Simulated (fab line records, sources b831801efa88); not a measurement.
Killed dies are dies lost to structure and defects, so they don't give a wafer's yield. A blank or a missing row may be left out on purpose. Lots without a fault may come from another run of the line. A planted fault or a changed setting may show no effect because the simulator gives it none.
Which tool did it? | flow sky130 | 11 lots, 33 wafers sampled, at 5 steps of a route of 708

WHAT THE GAUGES READ, wafer by wafer
SKY_VIA4_OVL_MEAS_11.
lot  | measured     | on         | VIA4_OVL (nm)
L540 | day 43 11:24 | overlay-02 | 0.3 -0.7 -0.2
L541 | day 43 17:25 | overlay-02 | 0.0 -1.3 -1.3
L542 | day 44 00:40 | overlay-01 | -3.2 -1.7 -2.7
L543 | day 44 07:34 | overlay-01 | -1.4 -1.5 -2.7
L551 | day 46 12:58 | overlay-02 | -1.5 1.6 0.7
L552 | day 46 14:04 | overlay-01 | 0.1 -0.8 -2.7
L553 | day 47 02:31 | overlay-02 | 1.5 -0.8 1.3
L555 | day 47 08:41 | overlay-01 | 0.4 0.4 -0.3
L556 | day 47 14:28 | overlay-01 | -1.1 -0.9 -0.8
L560 | day 48 09:22 | overlay-02 | -1.5 -2.6 0.8
L561 | day 48 13:58 | overlay-01 | 0.6 -1.4 -0.3

SKY_PASSIVATION_THK_MEAS_03.
lot  | measured     | on            | PASSIVATION_CVD_02_THK (nm)
L540 | day 44 12:48 | film_metro-01 | 536 553 543
L541 | day 44 18:16 | film_metro-04 | 534 542 537
L542 | day 45 01:28 | film_metro-01 | 539 539 553
L543 | day 45 08:20 | film_metro-01 | 542 537 547
L551 | day 47 11:32 | film_metro-04 | 540 538 547
L552 | day 47 12:26 | film_metro-04 | 589 593 592
L553 | day 48 01:31 | film_metro-04 | 596 601 609
L555 | day 48 07:07 | film_metro-04 | 539 535 557
L556 | day 48 12:22 | film_metro-02 | 533 541 557
L560 | day 49 05:52 | film_metro-01 | 553 557 552
L561 | day 49 10:50 | film_metro-02 | 544 553 549

WHICH TOOL RAN EACH LOT (tool, then ch and the chambers of the sampled wafers, then the start)
lot  | SKY_METAL4_STRIP_19                  | SKY_VIA4_CMP_21               | SKY_PASSIVATION_CVD_02
L540 | plasma_asher-03 ch 0,1, day 42 11:35 | cmp-02 ch 0,1,2, day 43 13:06 | pecvd-03 ch 0, day 44 12:28
L541 | plasma_asher-03 ch 0, day 42 17:31   | cmp-02 ch 1,2,3, day 43 18:37 | pecvd-03 ch 0,1, day 44 18:02
L542 | plasma_asher-02 ch 0,1, day 43 01:21 | cmp-02 ch 0,2, day 44 01:45   | pecvd-01 ch 0,1,2, day 45 01:13
L543 | plasma_asher-02 ch 0,1, day 43 08:35 | cmp-01 ch 0,2,3, day 44 08:40 | pecvd-01 ch 0,2, day 45 08:07
L551 | plasma_asher-01 ch 0,1, day 45 15:24 | cmp-01 ch 0,2, day 46 14:08   | pecvd-01 ch 0,2, day 47 11:19
L552 | plasma_asher-01 ch 0,1, day 45 16:44 | cmp-02 ch 0,1,2, day 46 15:10 | pecvd-01 ch 0,1,2, day 47 12:13
L553 | plasma_asher-01 ch 0,1, day 46 04:55 | cmp-02 ch 0,3, day 47 04:11   | pecvd-01 ch 0,2, day 48 01:17
L555 | plasma_asher-01 ch 0,1, day 46 12:17 | cmp-02 ch 0,1,3, day 47 10:01 | pecvd-03 ch 0,1,2, day 48 06:53
L556 | plasma_asher-02 ch 0,1, day 46 17:22 | cmp-01 ch 2,3, day 47 15:36   | pecvd-03 ch 0,1,2, day 48 12:07
L560 | plasma_asher-01 ch 0,1, day 47 12:43 | cmp-01 ch 1,2,3, day 48 10:30 | pecvd-03 ch 0,1, day 49 05:38
L561 | plasma_asher-01 ch 0,1, day 47 18:25 | cmp-02 ch 1,2,3, day 48 15:09 | pecvd-02 ch 0,1,2, day 49 10:37
- SKY_METAL4_STRIP_19: strips in O2/N2.
- SKY_VIA4_CMP_21: polishes, stops on SiO2, t overpolish 25 s, target thk 0 nm.
- SKY_PASSIVATION_CVD_02: deposits Si3N4, target thk 540 nm.

WHAT THE TOOLS THEMSELVES READ (means of the sampled wafers that have a number; where no wafer has one, the mark that the record gives instead)
SKY_METAL4_STRIP_19.
lot  | tool            | drypump_motor_current_A (A) | oes_product_au (a.u.) | strip_time_to_endpoint_s (s)
L540 | plasma_asher-03 | 5.33                        | 0.512                 | 6.74
L541 | plasma_asher-03 | 5.00                        | 0.503                 | 6.57
L542 | plasma_asher-02 | 5.39                        | 0.513                 | 6.80
L543 | plasma_asher-02 | 5.52                        | 0.502                 | 6.57
L551 | plasma_asher-01 | 5.68                        | 0.514                 | 6.78
L552 | plasma_asher-01 | 5.65                        | 0.508                 | 6.64
L553 | plasma_asher-01 | 5.69                        | 0.518                 | 6.91
L555 | plasma_asher-01 | 5.66                        | 0.518                 | 6.90
L556 | plasma_asher-02 | 5.51                        | 0.514                 | 6.80
L560 | plasma_asher-01 | 5.66                        | 0.515                 | 6.88
L561 | plasma_asher-01 | 5.69                        | 0.521                 | 6.84

SKY_VIA4_CMP_21.
lot  | tool   | motor_current_A (A) | overpolish_run_s (s) | time_to_endpoint_s (s)
L540 | cmp-02 | 11.5                | 25.008               | 120
L541 | cmp-02 | 11.1                | 25.000               | 123
L542 | cmp-02 | 11.3                | 25.005               | 123
L543 | cmp-01 | 10.3                | 25.003               | 117
L551 | cmp-01 | 10.2                | 24.998               | 117
L552 | cmp-02 | 11.5                | 25.011               | 127
L553 | cmp-02 | 11.6                | 24.997               | 128
L555 | cmp-02 | 11.5                | 25.004               | 122
L556 | cmp-01 | 10.0                | 25.003               | 117
L560 | cmp-01 | 10.7                | 25.001               | 119
L561 | cmp-02 | 10.8                | 25.000               | 118

SKY_PASSIVATION_CVD_02.
lot  | tool     | heater_power_w (W) | rf_fwd_power_W (W)
L540 | pecvd-03 | 644                | 450.2
L541 | pecvd-03 | 781                | 450.0
L542 | pecvd-01 | 787                | 448.8
L543 | pecvd-01 | 861                | 448.4
L551 | pecvd-01 | 873                | 447.8
L552 | pecvd-01 | 700                | 630.8
L553 | pecvd-01 | 764                | 629.9
L555 | pecvd-03 | 752                | 450.6
L556 | pecvd-03 | 795                | 449.4
L560 | pecvd-03 | 661                | 448.1
L561 | pecvd-02 | 658                | 449.7

THE ANSWER, worked out from the rows above alone
Rule: what is usual is taken from the lots themselves. Put in order of their means at a reading, lots are off if they are a third of the lots or fewer, leave a main group of 4 or more, and stand apart from it by a gap of 3 or more times the standard deviation of the main group's means; of several such gaps the widest counts. A main group whose means are all the same, to the digits that the tables above print for the reading, isn't used. A lot without any number at a reading at which 4 lots or more have one is off too. The other lots that the step has rows for count as sound. The gauges are gone through in route order, then the tools' own readings, and for those a lot's mean is taken as printed above. The first step at which some lot is off is used, and at that step the reading that is off furthest; a lot without a number counts as furthest.
Off: L552, L553, at SKY_PASSIVATION_THK_MEAS_03 (PASSIVATION_CVD_02_THK). The main group: mean 544 nm, standard deviation 4.4.
A tool fits if, at a process step before that reading, it ran every lot that is off, and no sound lot after the first of them. The gauges at SKY_PASSIVATION_THK_MEAS_03 aren't tried: what is off there is off at SKY_PASSIVATION_CVD_02 too, on other tools, and a gauge's error can't cause that. One fits: pecvd-01 at SKY_PASSIVATION_CVD_02. Its last sound lot is L551 (day 47 11:19), its first lot that is off L552 (day 47 12:13): a fault that began between those two fits.
The tool's own readings at SKY_PASSIVATION_CVD_02 bear it out: on the lots that are off they differ by more than 5 times the standard deviation of the sound lots' means. rf_fwd_power_W reads 630.3 W there against 449.2 W on the sound lots.

WHAT THE SIMULATOR HAD PUT IN
Process parameter drift: pecvd-01, from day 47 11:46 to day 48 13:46, at SKY_PASSIVATION_CVD_02. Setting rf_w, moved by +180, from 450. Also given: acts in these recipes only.
Lots struck among those shown: L552, L553. The rule above found the same.
